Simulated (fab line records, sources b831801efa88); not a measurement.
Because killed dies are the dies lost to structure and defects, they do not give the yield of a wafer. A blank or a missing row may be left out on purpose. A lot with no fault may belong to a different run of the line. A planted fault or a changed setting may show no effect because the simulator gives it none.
The same fault as seen by 2 desks | flow gf180mcu | each desk holds nothing but its own numbers, with what lay behind them at the end

== AT THE METROLOGY DESK ==
Means of the sampled wafers that have a number, per lot and without regard to the tool the lot ran on: this is what the gauges read. The brackets show how far a lot's mean lies from the usual mean; more than 4 standard deviations puts the lot out of limits, marked OUT.
Columns: A = SAB_CVD_00_THK at GF_SAB_THK_MEAS_01, usual 49.7 nm; B = SALICIDE_TIN_RS at GF_SALICIDE_RS_MEAS_04, usual 16.4 ohm/sq; C = CONTACT_BOW at GF_CONTACT_BOW_MEAS_05, usual 66 um
lot  | first seen here | A    | B               | C
L626 | day 14 12:44    | 49.1 | 16.1            | 67
L627 | day 14 22:01    | 50.1 | 16.3            | 74
L628 | day 15 00:34    | 50.0 | 16.0            | 62
L630 | day 15 12:14    | 49.9 | 16.4            | 73
L631 | day 16 04:11    | 49.3 | 16.8            | 63
L632 | day 16 07:57    | 49.3 | 16.8            | 62
L634 | day 17 08:02    | 50.0 | 16.4            | 67
L640 | day 19 22:15    | 50.6 | 19.8 (+9.2) OUT | 70
L641 | day 20 01:58    | 50.1 | 22.6 (+17) OUT  | 71
L644 | day 20 15:11    | 49.8 | 16.9            | 70
L643 | day 20 19:50    | 48.3 | 18.6 (+5.9) OUT | 72
L645 | day 20 23:41    | 50.4 | 16.7            | 68
L647 | day 21 14:28    | 49.9 | 16.7            | 75
L649 | day 22 00:56    | 49.8 | 16.5            | 66
This desk's result: L640, L641, L643 out of limits, first on L640 (SALICIDE_TIN_RS at GF_SALICIDE_RS_MEAS_04), day 20 22:00. L626, L627, L628, L630, L631, L632, L634, L644, L645, L647, L649: within limits.

== FOR THE TOOL OWNER'S DESK: pvd_sputter-04 ==
The tool's own readings at GF_SALICIDE_SPUTTER_02 (material Co, target thk 10 nm, time 20 s): means of the sampled wafers that have a number, for each lot that ran on this tool. The brackets show how far a lot's mean lies from the usual mean; more than 4 standard deviations puts the lot out of limits, marked OUT.
Columns: A = cathode_dc_power_W at GF_SALICIDE_SPUTTER_02, usual 1000.0 W; B = throttle_valve_pct at GF_SALICIDE_SPUTTER_02, usual 29.5 %
lot  | first seen here | A      | B
L627 | day 15 19:14    | 1000.0 | 29.0
L630 | day 16 10:23    | 999.8  | 28.0
L634 | day 18 06:49    | 999.9  | 29.0
L640 | day 20 21:56    | 1000.0 | 28.1
L641 | day 21 02:08    | 1000.2 | 28.2
L643 | day 21 19:55    | 1000.2 | 28.3
Finding of this desk: none of the 6 lots has anything out of limits.

== BROUGHT TOGETHER ==
L640, L641, L643 would have let the metrology desk raise an alarm at day 20 22:00.
Nothing out of limits was seen by the tool owner's desk.
On record at the tool owner's desk: L640, L641, L643, within its limits.
Every lot named ran GF_SALICIDE_SPUTTER_02 on pvd_sputter-04.

== WHAT WAS PUT IN BY THE SIMULATOR ==
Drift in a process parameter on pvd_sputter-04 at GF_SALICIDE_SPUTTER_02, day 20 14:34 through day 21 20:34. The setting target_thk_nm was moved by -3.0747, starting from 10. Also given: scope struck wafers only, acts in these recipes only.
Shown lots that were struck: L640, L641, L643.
Time in hours between the start of the fault and the first out-of-limits reading at each desk: metrology desk, 7.
